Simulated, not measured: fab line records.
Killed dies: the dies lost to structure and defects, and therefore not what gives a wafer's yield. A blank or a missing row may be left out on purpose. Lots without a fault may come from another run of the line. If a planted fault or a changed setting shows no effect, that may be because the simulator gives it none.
What tool caused it?	flow sky130	17 wafers from 6 lots sampled at 2 of the route's 708 steps

## WHAT EACH GAUGE READ, for each wafer
SKY_SONOS_TUNNEL_CD_MEAS_07: the cd target is 410 nm.
lot	measured	on	cd-nm (nm)
L569	day 12 07:50	cd-sem-01	411.8 409.8 410.8
L571	day 12 09:55	cd-sem-02	413.2 411.1 412.9
L574	day 13 17:04	cd-sem-01	409.6 411.7 409.1
L577	day 14 07:22	cd-sem-01	407.2 405.6
L588	day 17 23:15	cd-sem-02	410.7 408.1 411.2
L590	day 18 10:05	cd-sem-01	410.8 412.2 410.7

## WHICH TOOL RAN EACH LOT (tool, then ch and the chambers of the sampled wafers, then the start)
lot	SKY_FIELD_ISO_ETCH_14
L569	rie-diel-04 ch 0,1,3, day 2 12:38
L571	rie-diel-03 ch 0,2,3, day 2 20:02
L574	rie-diel-02 ch 1,2, day 3 11:07
L577	rie-diel-03 ch 1,2, day 4 06:32
L588	rie-diel-03 ch 1,2, day 6 15:00
L590	rie-diel-04 ch 0,1,2, day 6 23:14
- SKY_FIELD_ISO_ETCH_14: etches BARC in N2/H2, stops on SiO2, time 45.9 s, target depth 60 nm.

## THE ANSWER, worked out from the rows above alone
Rule: the usual values come from the lots themselves. Put in order of their means at a reading, lots are off if they are a third of the lots or fewer, leave a main group of 4 or more, and stand apart from it by a gap of 3 or more times the standard deviation of the main group's means; of several such gaps the widest counts. Not used: any main group whose means are identical at the precision the tables above print for the reading. Also off: a lot with no number at a reading for which 4 or more lots have one. Any other lot the step has rows for is counted as sound.
Off, at SKY_SONOS_TUNNEL_CD_MEAS_07 on cd-nm: L577. The main group: mean 410.9 nm, standard deviation 0.87.
A tool fits if, at a process step before that reading, it ran every lot that is off, and no sound lot after the first of them. Those tools and the gauges at SKY_SONOS_TUNNEL_CD_MEAS_07 are tried in the same way. Not one of the candidates tried fits.

## WHAT THE SIMULATOR HAD INSERTED
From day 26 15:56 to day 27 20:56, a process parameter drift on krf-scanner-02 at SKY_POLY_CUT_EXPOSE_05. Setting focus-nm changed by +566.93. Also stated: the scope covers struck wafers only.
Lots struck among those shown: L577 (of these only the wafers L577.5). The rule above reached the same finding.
